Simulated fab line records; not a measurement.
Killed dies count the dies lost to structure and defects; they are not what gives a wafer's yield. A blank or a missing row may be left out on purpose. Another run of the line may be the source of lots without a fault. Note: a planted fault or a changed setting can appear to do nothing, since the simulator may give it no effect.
2 desks looking at one fault -- flow gf180mcu -- only its own numbers are on each desk; what lay behind them is given at the end

## METROLOGY DESK
Lot by lot, what the gauges showed, no matter which tool ran the lot: averages of those sampled wafers that carry a number. The brackets show how far a lot's mean lies from the usual mean; more than 4 standard deviations puts the lot out of limits, marked OUT.
Columns: A = M1_ALCU_THK at GF_M1_THK_MEAS_06, usual 447 nm; B = V2_OVL at GF_V2_OVL_MEAS_15, usual -3 nm
lot,first seen here,A,B
L256,day 16 01:45,452,1
L258,day 17 01:41,445,-0
L259,day 17 08:48,444,-6
L260,day 17 13:32,448,-1
L261,day 17 22:50,444,-6
L263,day 18 18:15,445,9
L264,day 19 00:24,450,-4
L265,day 19 13:26,449,6
L267,day 20 10:34,440,-4
L268,day 20 22:22,444,-6
L269,day 21 05:31,449,-8
L273,day 22 17:46,454,-14
L276,day 23 10:52,443,-5
L277,day 23 13:34,443,-6
This desk's verdict: no lot among the 14 shows anything out of limits.

## THE TOOL OWNER'S DESK: implanter-04
The tool's own readings at GF_DNWELL_IMPLANT_07, given as means over the sampled wafers that have a number, one for each lot that went through this tool. The brackets show how far a lot's mean lies from the usual mean; more than 4 standard deviations puts the lot out of limits, marked OUT.
Columns: A = beam_energy_keV at GF_DNWELL_IMPLANT_07, usual 1499.9
lot,first seen here,A
L258,day 3 07:50,1499.6
L259,day 3 11:12,1499.9
L264,day 4 13:23,1499.6
L269,day 5 17:25,1500.4
L276,day 7 04:25,1471.1 (-65) OUT
L277,day 7 09:57,1470.4 (-67) OUT
This desk's verdict: out of limits on L276, L277, starting with L276 at day 7 04:25 (beam_energy_keV at GF_DNWELL_IMPLANT_07). Within limits: L258, L259, L264, L269.

## PUT TOGETHER
On L276, L277, at day 7 04:25, an alarm was possible from the tool owner's desk.
At the metrology desk, nothing out of limits was observed.
The metrology desk has L276, L277 on record, within its limits.
Every lot named ran GF_DNWELL_IMPLANT_07 on implanter-04.

## WHAT THE SIMULATOR HAD INSERTED
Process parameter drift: implanter-04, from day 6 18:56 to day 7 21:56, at GF_DNWELL_IMPLANT_07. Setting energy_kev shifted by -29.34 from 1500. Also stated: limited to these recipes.
Shown lots that were struck: L276, L277.
Each desk's first reading out of limits, in hours after the fault started: the tool owner's desk, 9.
